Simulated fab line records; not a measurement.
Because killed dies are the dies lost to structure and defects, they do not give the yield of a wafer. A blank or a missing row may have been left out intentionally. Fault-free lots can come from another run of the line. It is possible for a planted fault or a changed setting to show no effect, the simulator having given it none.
Chamber matching | flow sky130 | cmp-02 running SKY_CONTACT_CMP_04: 4 sister chambers
The step polishes SiO2. 4 wafers are shown with their chamber, then 7 later ones without.

## WAFERS, EACH WITH ITS CHAMBER
wafer  | chamber | motorCurrentA (A)
L669.5 | 1       | 14.1
L670.1 | 3       | 11.2
L670.3 | 0       | 11.4
L670.4 | 2       | 11.2

## WAFERS WHOSE CHAMBER IS MISSING
wafer  | motorCurrentA (A)
L671.1 | 12.4
L671.4 | 11.1
L671.6 | 14.2
L673.3 | 11.2
L673.4 | 12.3
L673.5 | 14.2
L681.1 | 10.8

## WHICH CHAMBER EACH WENT THROUGH
wafer  | from the rows above               | in truth
L671.1 | can't be placed: 0 or 2 or 3 or 1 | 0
L671.4 | can't be placed: 2 or 3 or 0      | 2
L671.6 | 1                                 | 1
L673.3 | can't be placed: 2 or 3 or 0      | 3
L673.4 | can't be placed: 0 or 2 or 3 or 1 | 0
L673.5 | 1                                 | 1
L681.1 | can't be placed: 2 or 3 or 0      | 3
Correct placement for 2 of the 7. Cannot be placed on the basis of these rows: 5; the candidates contain the true chamber in 5. Wrongly placed: 0.
How it was worked out, from the rows above alone: a wafer's distance from a chamber is the root of the sum, over the readings, of the square of ((its reading less the chamber's mean) divided by the reading's scatter). If the next closest chamber is less than 2 further off than the closest, the wafer can't be placed; otherwise it belongs to the closest. Each chamber's mean is taken over the wafers shown for it. The scatter: with one shown wafer a chamber, the root of the mean of the squares of how far each hidden wafer lies from its nearest shown one.
